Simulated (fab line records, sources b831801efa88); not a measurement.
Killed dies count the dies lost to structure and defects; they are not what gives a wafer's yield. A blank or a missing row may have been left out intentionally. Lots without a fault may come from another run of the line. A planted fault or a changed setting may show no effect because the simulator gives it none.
A struck lot beside a sound one | flow gf180mcu | 44 steps out of a route of 602
Sound: the wafers L581.1, L581.2, L581.6. Struck: wafers L590.1, L590.4, L590.5. Last of all comes the cause.
For every step that has rows: the tool of each side, followed by ch and its chambers, followed by its first start. Under that, the readings that differ: sound wafers | struck wafers | difference of the means | sigmas: that difference in standard deviations of wafers without a fault.
alike: a reading whose means differ by less than 2 such deviations, as well as words and numbers matching on both sides. not compared: withheld readings; readings where some wafer has no value; bounds like >300 that might hide an equal value; numbers whose values overlap and for which the record gives no deviation.
Wherever a step has rows on one side only, a row that says differs or no value, or a row with sigmas, the two part there. When numbers do not overlap yet have no deviation, they are printed without sigmas and do not part them. Lack of a reading on every wafer of one side parts them only where that side has two or more wafers.

first, 1 step without rows for these wafers: GF_DNWELL_IMPLANT_07.
GF_DNWELL_STRIP_08: strips in O2/N2.
  sound on plasma-asher-01 ch 0,1, day 2 18:49; struck on plasma-asher-02 ch 0,1, day 4 19:18
  alike: chamber-pressure-mTorr, drypump-motor-current-A, heater-power-w, oes-product-au, platen-temp-c, strip-time-to-endpoint-s
  not compared: rf-hours-counter-h
GF_DNWELL_TW_MEAS_09:
  struck on film-metro-01, day 4 19:24; sound on film-metro-04, day 2 18:55
  alike: DNWELL_TW
then, 7 steps without rows for these wafers: GF_NWELL_DEHYDRATE_00 (time 60 s); GF_NWELL_HMDS_01 (prime time 60 s); GF_NWELL_COAT_02 (resist thk 3000 nm); GF_NWELL_SOFTBAKE_03; GF_NWELL_EXPOSE_04 (exposes mask Nwell, target cd 860 nm); GF_NWELL_PEB_05; GF_NWELL_DEVELOP_06 (develop time 58.48 s).
GF_NWELL_OVL_MEAS_07:
  struck on overlay-02, day 5 09:49; sound on overlay-02, day 3 06:56
  alike: NWELL_OVL
then, 1 step without rows for these wafers: GF_NWELL_IMPLANT_08.
GF_NWELL_IMPLANT_09:
  sound on implanter-01 ch 0, day 3 07:07; struck on implanter-01 ch 0, day 5 09:59
  reading            | sound             | struck            | difference | sigmas
  beam-on-s (s)      | 10.13 10.14 10.25 | 11.22 11.05 11.22 | +0.99      | +5
  faraday-current-uA | 22.1 22.2 22.0    | 20.0 20.4 20.2    | -1.9       | -4
  alike: tilt-deg
GF_NWELL_STRIP_10: strips in O2/N2.
  sound on plasma-asher-04 ch 0,1, day 3 07:16; struck on plasma-asher-02 ch 0,1, day 5 10:08
  alike: chamber-pressure-mTorr, drypump-motor-current-A, heater-power-w, oes-product-au, platen-temp-c, strip-time-to-endpoint-s
  not compared: rf-hours-counter-h
GF_NWELL_TW_MEAS_11:
  struck on film-metro-03, day 5 10:14; sound on film-metro-02, day 3 07:22
  reading  | sound          | struck         | difference | sigmas
  NWELL_TW | 1582 1590 1593 | 1556 1557 1557 | -32        | -2
then, 7 steps without rows for these wafers: GF_LVPWELL_DEHYDRATE_00 (time 60 s); GF_LVPWELL_HMDS_01 (prime time 60 s); GF_LVPWELL_COAT_02 (resist thk 3000 nm); GF_LVPWELL_SOFTBAKE_03; GF_LVPWELL_EXPOSE_04 (exposes mask LVPWELL, target cd 600 nm); GF_LVPWELL_PEB_05; GF_LVPWELL_DEVELOP_06 (develop time 60 s).
GF_LVPWELL_OVL_MEAS_07:
  struck on overlay-02, day 6 00:42; sound on overlay-02, day 3 20:24
  alike: LVPWELL_OVL
then, 2 steps without rows for these wafers: GF_LVPWELL_IMPLANT_08; GF_LVPWELL_IMPLANT_09.
GF_LVPWELL_STRIP_10: strips in O2/N2.
  sound on plasma-asher-03 ch 0,1, day 3 20:44; struck on plasma-asher-03 ch 0,1, day 6 01:02
  alike: chamber-pressure-mTorr, drypump-motor-current-A, heater-power-w, oes-product-au, platen-temp-c, strip-time-to-endpoint-s
  not compared: rf-hours-counter-h
GF_LVPWELL_TW_MEAS_11:
  struck on film-metro-02, day 6 01:08; sound on film-metro-03, day 3 20:50
  reading    | sound       | struck      | difference | sigmas
  LVPWELL_TW | 548 552 552 | 567 567 564 | +15        | +3
then, 7 steps without rows for these wafers: GF_MVSD_DEHYDRATE_00 (time 60 s); GF_MVSD_HMDS_01 (prime time 60 s); GF_MVSD_COAT_02 (resist thk 3000 nm); GF_MVSD_SOFTBAKE_03; GF_MVSD_EXPOSE_04 (exposes mask MVSD, target cd 1000 nm); GF_MVSD_PEB_05; GF_MVSD_DEVELOP_06 (develop time 60 s).
GF_MVSD_OVL_MEAS_07:
  struck on overlay-01, day 6 16:14; sound on overlay-02, day 4 10:26
  alike: MVSD_OVL
then, 2 steps without rows for these wafers: GF_MVSD_IMPLANT_08; GF_MVSD_IMPLANT_09.
GF_MVSD_STRIP_10: strips in O2/N2.
  sound on plasma-asher-03 ch 0,1, day 4 10:46; struck on plasma-asher-01 ch 0, day 6 16:35
  reading            | sound       | struck      | difference | sigmas
  heater-power-w (W) | 305 268 278 | 334 329 329 | +47        | +2
  alike: chamber-pressure-mTorr, drypump-motor-current-A, oes-product-au, platen-temp-c, strip-time-to-endpoint-s
  not compared: rf-hours-counter-h
GF_MVSD_TW_MEAS_11:
  struck on film-metro-02, day 6 16:41; sound on film-metro-03, day 4 10:52
  reading | sound          | struck         | difference | sigmas
  MVSD_TW | 1555 1546 1550 | 1595 1595 1598 | +46        | +3
then, 3 steps without rows for these wafers: GF_MVPSD_DEHYDRATE_00 (time 60 s); GF_MVPSD_HMDS_01 (prime time 60 s); GF_MVPSD_COAT_02 (resist thk 3000 nm).
-- the record jumps here: 3 days lie between the struck wafers' starts before and after --
GF_VT_IMPLANT_RS_MEAS_47: the measuring method here is four-point-probe.
  struck on film-metro-04, day 10 03:04; sound on film-metro-04, day 7 14:40
  reading           | sound             | struck            | difference | sigmas
  NWELL_RS (ohm/sq) | 486.6 486.0 486.0 | 479.4 479.3 478.5 | -7.1       | -5
GF_PASSIVATION_PROBE_99:
  sound wafers here have rows in the record (prober-02, day 28 21:44); struck ones have none

== WHERE THEY PART ==
Earliest at GF_NWELL_IMPLANT_09; latest, in this record, at GF_PASSIVATION_PROBE_99.

WHY: the cause the simulator had injected
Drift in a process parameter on implanter-01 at GF_NWELL_IMPLANT_09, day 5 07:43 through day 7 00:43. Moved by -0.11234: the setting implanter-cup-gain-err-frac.
